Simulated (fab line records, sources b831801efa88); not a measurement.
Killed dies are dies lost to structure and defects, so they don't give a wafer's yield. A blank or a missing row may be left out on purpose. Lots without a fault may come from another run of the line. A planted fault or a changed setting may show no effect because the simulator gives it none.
Chamber matching | flow gf180mcu | GF_V3_CVD_02 on pecvd-02: 3 sister chambers
The step deposits SiO2 from TEOS, target thk 850 nm, time 94.851 s. 6 wafers are shown with their chamber, then 10 later ones without.

WAFERS WITH THEIR CHAMBER
wafer  | chamber | heater_power_w (W)
L081.2 | 2       | 597
L081.4 | 0       | 668
L081.5 | 1       | 765
L081.6 | 2       | 640
L086.1 | 1       | 947
L086.2 | 0       | 630

WAFERS WITHOUT THEIR CHAMBER
wafer  | heater_power_w (W)
L086.3 | 637
L086.4 | 768
L086.5 | 514
L086.6 | 677
L090.1 | 533
L090.4 | 609
L090.6 | 917
L097.1 | 571
L097.2 | 646
L097.5 | 935

WHICH CHAMBER EACH WENT THROUGH
wafer  | from the rows above          | in truth
L086.3 | can't be placed: 0 or 2      | 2
L086.4 | can't be placed: 1 or 0 or 2 | 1
L086.5 | can't be placed: 2 or 0      | 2
L086.6 | can't be placed: 0 or 2 or 1 | 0
L090.1 | can't be placed: 2 or 0      | 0
L090.4 | can't be placed: 2 or 0      | 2
L090.6 | 1                            | 1
L097.1 | can't be placed: 2 or 0      | 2
L097.2 | can't be placed: 0 or 2      | 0
L097.5 | 1                            | 1
Placed correctly: 2 of 10. Can't be placed from these rows: 8 (the true chamber is among the candidates in 8). Placed wrongly: 0.
How it was worked out, from the rows above alone: a wafer's distance from a chamber is the root of the sum, over the readings, of the square of ((its reading less the chamber's mean) divided by the reading's scatter). The wafer belongs to the nearest chamber; if the next one is less than 2 further off, it can't be placed. A chamber's mean is the mean of its shown wafers. The scatter: the root of (the sum of the squares of (reading less its chamber's mean) over the shown wafers, divided by (wafers less chambers)).
